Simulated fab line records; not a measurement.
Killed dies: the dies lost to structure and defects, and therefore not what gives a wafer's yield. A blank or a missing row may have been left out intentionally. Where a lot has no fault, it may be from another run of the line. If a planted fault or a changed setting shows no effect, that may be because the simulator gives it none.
The tool behind it: which one? | flow sky130 | 36 wafers from 12 lots sampled at 3 of the route's 708 steps

## WHAT THE GAUGES SHOWED, per wafer
SKY_SD_N_TW_MEAS_12.
lot  | measured     | on           | SD_N_TW
L075 | day 28 13:01 | filmMetro-01 | 3975 3999 3986
L077 | day 28 22:07 | filmMetro-01 | 3984 4005 4013
L079 | day 29 10:52 | filmMetro-01 | 3988 3982 4007
L081 | day 31 01:17 | filmMetro-02 | 3995 3995 3976
L083 | day 31 13:35 | filmMetro-01 | 3950 3937 3983
L084 | day 32 04:07 | filmMetro-04 | 3924 3917 3927
L087 | day 33 04:01 | filmMetro-04 | 3946 3945 3971
L089 | day 33 11:25 | filmMetro-01 | 3971 3980 3962
L091 | day 34 04:07 | filmMetro-02 | 4017 3997 3992
L093 | day 34 11:57 | filmMetro-04 | 3954 3960 3931
L095 | day 34 23:00 | filmMetro-04 | 3976 3960 3962
L097 | day 35 10:15 | filmMetro-02 | 3992 4023 4013

## WHICH TOOL RAN EACH LOT (tool, then ch and the chambers of the sampled wafers, then the start)
lot  | SKY_NWELL_RTA_28                | SKY_POLY_CUT_STRIP_12
L075 | rtpAnneal-02 ch 0, day 5 14:55  | plasmaAsher-04 ch 0,1, day 24 22:13
L077 | rtpAnneal-01 ch 0, day 6 00:27  | plasmaAsher-02 ch 0,1, day 25 05:31
L079 | rtpAnneal-02 ch 0, day 6 10:20  | plasmaAsher-02 ch 0,1, day 25 19:24
L081 | rtpAnneal-01 ch 0, day 6 23:50  | plasmaAsher-04 ch 0,1, day 27 13:09
L083 | rtpAnneal-01 ch 0, day 7 18:15  | plasmaAsher-04 ch 0,1, day 28 01:09
L084 | rtpAnneal-02 ch 0, day 8 05:36  | plasmaAsher-04 ch 0,1, day 28 16:42
L087 | rtpAnneal-02 ch 0, day 8 18:48  | plasmaAsher-04 ch 0, day 29 17:00
L089 | rtpAnneal-01 ch 0, day 9 08:00  | plasmaAsher-03 ch 0,1, day 30 00:55
L091 | rtpAnneal-02 ch 0, day 9 19:56  | plasmaAsher-02 ch 0,1, day 30 18:15
L093 | rtpAnneal-02 ch 0, day 10 06:27 | plasmaAsher-04 ch 1, day 31 02:55
L095 | rtpAnneal-01 ch 0, day 10 15:16 | plasmaAsher-02 ch 0,1, day 31 14:53
L097 | rtpAnneal-02 ch 0, day 11 02:59 | plasmaAsher-04 ch 0,1, day 32 02:51
- SKY_NWELL_RTA_28: time 30 s.
- SKY_POLY_CUT_STRIP_12: strips in O2/N2.

## THE ANSWER, worked out from the rows above alone
Rule: the lots themselves supply what counts as usual. Put in order of their means at a reading, lots are off if they are a third of the lots or fewer, leave a main group of 4 or more, and stand apart from it by a gap of 3 or more times the standard deviation of the main group's means; of several such gaps the widest counts. The tables above print the reading to a certain number of digits; a main group whose means all agree to those digits is not used. Also off: a lot with no number at a reading for which 4 or more lots have one. Any other lot the step has rows for is counted as sound.
Across all readings shown, no lot is off: no conclusion can be drawn from this.

## WHAT HAD BEEN PUT IN BY THE SIMULATOR
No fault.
